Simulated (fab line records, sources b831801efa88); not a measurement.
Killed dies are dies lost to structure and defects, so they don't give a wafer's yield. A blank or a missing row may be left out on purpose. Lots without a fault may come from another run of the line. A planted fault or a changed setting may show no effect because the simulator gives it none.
Which tool did it? | flow gf180mcu | 13 lots, 39 wafers sampled, at 5 steps of a route of 602

WHAT THE GAUGES READ, wafer by wafer
GF_VT_IMPLANT_TW_MEAS_43. Usual: VT_IMPLANT_4_TW 692, standard deviation 11.
lot  | measured     | on            | VT_IMPLANT_4_TW         | flag
L282 | day 7 10:35  | film_metro-04 | 694 694 697             |
L283 | day 7 16:53  | film_metro-03 | 685 689 685             |
L286 | day 8 20:45  | film_metro-01 | 674 672 674             |
L287 | day 9 01:05  | film_metro-04 | 703 707 701             |
L288 | day 9 07:27  | film_metro-04 | 700 705 705             |
L291 | day 10 02:29 | film_metro-03 | 689 688 687             |
L292 | day 10 06:23 | film_metro-04 | 701 698 698             |
L293 | day 10 16:38 | film_metro-04 | 870 865 864 875 870 868 | OFF
L296 | day 11 09:35 | film_metro-04 | 700 700 699             |
L302 | day 13 07:53 | film_metro-01 | 841 839 844 841 844 843 | OFF
L303 | day 13 11:11 | film_metro-04 | 696 695 698             |
L304 | day 13 16:20 | film_metro-01 | 674 671 671             |
L305 | day 13 23:29 | film_metro-01 | 671 677 678             |

GF_VT_IMPLANT_RS_MEAS_48: measures by four-point-probe. Usual: LVPWELL_RS 1198 ohm/sq, standard deviation 3.1.
lot  | measured     | on            | LVPWELL_RS (ohm/sq) | flag
L282 | day 7 11:03  | film_metro-02 | 1197 1188 1194      |
L283 | day 7 17:20  | film_metro-02 | 1202 1197 1196      |
L286 | day 8 21:13  | film_metro-02 | 1192 1198 1195      |
L287 | day 9 01:34  | film_metro-02 | 1198 1201 1202      |
L288 | day 9 07:58  | film_metro-01 | 1198 1194 1200      |
L291 | day 10 02:56 | film_metro-03 | 1196 1193 1196      |
L292 | day 10 06:50 | film_metro-03 | 1195 1195 1193      |
L293 | day 10 22:29 | film_metro-02 | 1199 1199 1199      |
L296 | day 11 10:02 | film_metro-01 | 1200 1202 1204      |
L302 | day 13 15:32 | film_metro-01 | 1201 1199 1198      |
L303 | day 13 11:38 | film_metro-03 | 1193 1196 1198      |
L304 | day 13 16:47 | film_metro-02 | 1197 1196 1194      |
L305 | day 13 23:56 | film_metro-02 | 1194 1191 1197      |

WHICH TOOL RAN EACH LOT (tool, then ch and the chambers of the sampled wafers, then the start)
lot  | GF_MVPSD_STRIP_10                    | GF_VT_IMPLANT_STRIP_20               | GF_VT_IMPLANT_IMPLANT_41
L282 | plasma_asher-01 ch 0,1, day 4 23:13  | plasma_asher-01 ch 0,1, day 6 03:55  | implanter-03 ch 0, day 7 10:21
L283 | plasma_asher-03 ch 0,1, day 5 05:26  | plasma_asher-01 ch 0, day 6 10:07    | implanter-03 ch 0, day 7 16:38
L286 | plasma_asher-01 ch 0,1, day 6 04:34  | plasma_asher-02 ch 0,1, day 7 12:15  | implanter-04 ch 0, day 8 20:31
L287 | plasma_asher-01 ch 0,1, day 6 09:08  | plasma_asher-04 ch 0,1, day 7 15:55  | implanter-03 ch 0, day 9 00:52
L288 | plasma_asher-04 ch 1, day 6 13:52    | plasma_asher-04 ch 0,1, day 7 21:37  | implanter-03 ch 0, day 9 07:13
L291 | plasma_asher-04 ch 0,1, day 7 07:20  | plasma_asher-02 ch 0,1, day 8 16:07  | implanter-02 ch 0, day 10 02:14
L292 | plasma_asher-03 ch 0,1, day 7 10:59  | plasma_asher-01 ch 1, day 8 19:38    | implanter-02 ch 0, day 10 06:08
L293 | plasma_asher-03 ch 0,1, day 7 20:20  | plasma_asher-01 ch 0,1, day 9 05:52  | implanter-04 ch 0, day 10 16:01
L296 | plasma_asher-04 ch 0,1, day 8 10:09  | plasma_asher-01 ch 0,1, day 9 21:10  | implanter-03 ch 0, day 11 09:20
L302 | plasma_asher-04 ch 0,1, day 10 02:24 | plasma_asher-02 ch 0,1, day 11 15:53 | implanter-03 ch 0, day 13 07:19
L303 | plasma_asher-04 ch 0,1, day 10 07:05 | plasma_asher-02 ch 0,1, day 11 19:28 | implanter-03 ch 0, day 13 10:56
L304 | plasma_asher-04 ch 0,1, day 10 11:15 | plasma_asher-04 ch 0,1, day 12 00:35 | implanter-03 ch 0, day 13 16:05
L305 | plasma_asher-01 ch 0,1, day 10 17:35 | plasma_asher-01 ch 0,1, day 12 07:31 | implanter-03 ch 0, day 13 23:14
- GF_MVPSD_STRIP_10: strips in O2/N2.
- GF_VT_IMPLANT_STRIP_20: strips in O2/N2.
- GF_VT_IMPLANT_IMPLANT_41

WHAT THE TOOLS THEMSELVES READ (means of the sampled wafers that have a number; where no wafer has one, the mark that the record gives instead)
GF_MVPSD_STRIP_10. Usual: drypump_motor_current_A 5.6 A, standard deviation 0.37; heater_power_w 325 W, standard deviation 23; oes_product_au 0.723 a.u., standard deviation 0.0047; strip_time_to_endpoint_s 37.00 s, standard deviation 0.09.
lot  | tool            | drypump_motor_current_A (A) | heater_power_w (W) | oes_product_au (a.u.) | strip_time_to_endpoint_s (s) | flag
L282 | plasma_asher-01 | 5.9                         | 328                | 0.726                 | 36.92                        |
L283 | plasma_asher-03 | 5.7                         | 351                | 0.723                 | 37.07                        |
L286 | plasma_asher-01 | 5.8                         | 345                | 0.722                 | 37.02                        |
L287 | plasma_asher-01 | 5.7                         | 334                | 0.721                 | 36.90                        |
L288 | plasma_asher-04 | 5.2                         | 305                | 0.726                 | 37.04                        |
L291 | plasma_asher-04 | 5.2                         | 312                | 0.721                 | 36.89                        |
L292 | plasma_asher-03 | 5.7                         | 348                | 0.725                 | 37.03                        |
L293 | plasma_asher-03 | 5.9                         | 339                | 0.721                 | 36.97                        |
L296 | plasma_asher-04 | 5.2                         | 310                | 0.724                 | 37.08                        |
L302 | plasma_asher-04 | 5.2                         | 311                | 0.725                 | 37.08                        |
L303 | plasma_asher-04 | 5.2                         | 302                | 0.721                 | 37.09                        |
L304 | plasma_asher-04 | 5.2                         | 306                | 0.721                 | 37.17                        |
L305 | plasma_asher-01 | 5.9                         | 322                | 0.720                 | 37.05                        |

GF_VT_IMPLANT_STRIP_20. Usual: drypump_motor_current_A 5.8 A, standard deviation 0.38; heater_power_w 326 W, standard deviation 21; oes_product_au 0.716 a.u., standard deviation 0.0047; strip_time_to_endpoint_s 12.66 s, standard deviation 0.038.
lot  | tool            | drypump_motor_current_A (A) | heater_power_w (W) | oes_product_au (a.u.) | strip_time_to_endpoint_s (s) | flag
L282 | plasma_asher-01 | 5.9                         | 323                | 0.710                 | 12.69                        |
L283 | plasma_asher-01 | 5.6                         | 351                | 0.718                 | 12.62                        |
L286 | plasma_asher-02 | 6.0                         | 317                | 0.716                 | 12.64                        |
L287 | plasma_asher-04 | 5.2                         | 306                | 0.717                 | 12.62                        |
L288 | plasma_asher-04 | 5.2                         | 306                | 0.711                 | 12.68                        |
L291 | plasma_asher-02 | 6.0                         | 323                | 0.718                 | 12.67                        |
L292 | plasma_asher-01 | 6.1                         | 312                | 0.718                 | 12.70                        |
L293 | plasma_asher-01 | 5.9                         | 323                | 0.713                 | 12.66                        |
L296 | plasma_asher-01 | 5.8                         | 334                | 0.722                 | 12.62                        |
L302 | plasma_asher-02 | 6.0                         | 322                | 0.714                 | 12.73                        |
L303 | plasma_asher-02 | 6.2                         | 339                | 0.721                 | 12.63                        |
L304 | plasma_asher-04 | 5.2                         | 307                | 0.719                 | 12.66                        |
L305 | plasma_asher-01 | 5.7                         | 332                | 0.716                 | 12.69                        |

THE ANSWER, worked out from the rows above alone
Rule: a lot is off if the mean of its wafers that have a number lies more than 3 standard deviations from the usual mean. A lot without any number at a reading at which 4 lots or more have one is off too. The other lots that the step has rows for count as sound. The gauges are gone through in route order, then the tools' own readings, and for those a lot's mean is taken as printed above. The first step at which some lot is off is used, and at that step the reading that is off furthest; a lot without a number counts as furthest.
Off: L293, L302, at GF_VT_IMPLANT_TW_MEAS_43 (VT_IMPLANT_4_TW).
A tool fits if, at a process step before that reading, it ran every lot that is off, and no sound lot after the first of them. The gauges at GF_VT_IMPLANT_TW_MEAS_43 are tried like those tools. None of those tried fits.

WHAT THE SIMULATOR HAD PUT IN
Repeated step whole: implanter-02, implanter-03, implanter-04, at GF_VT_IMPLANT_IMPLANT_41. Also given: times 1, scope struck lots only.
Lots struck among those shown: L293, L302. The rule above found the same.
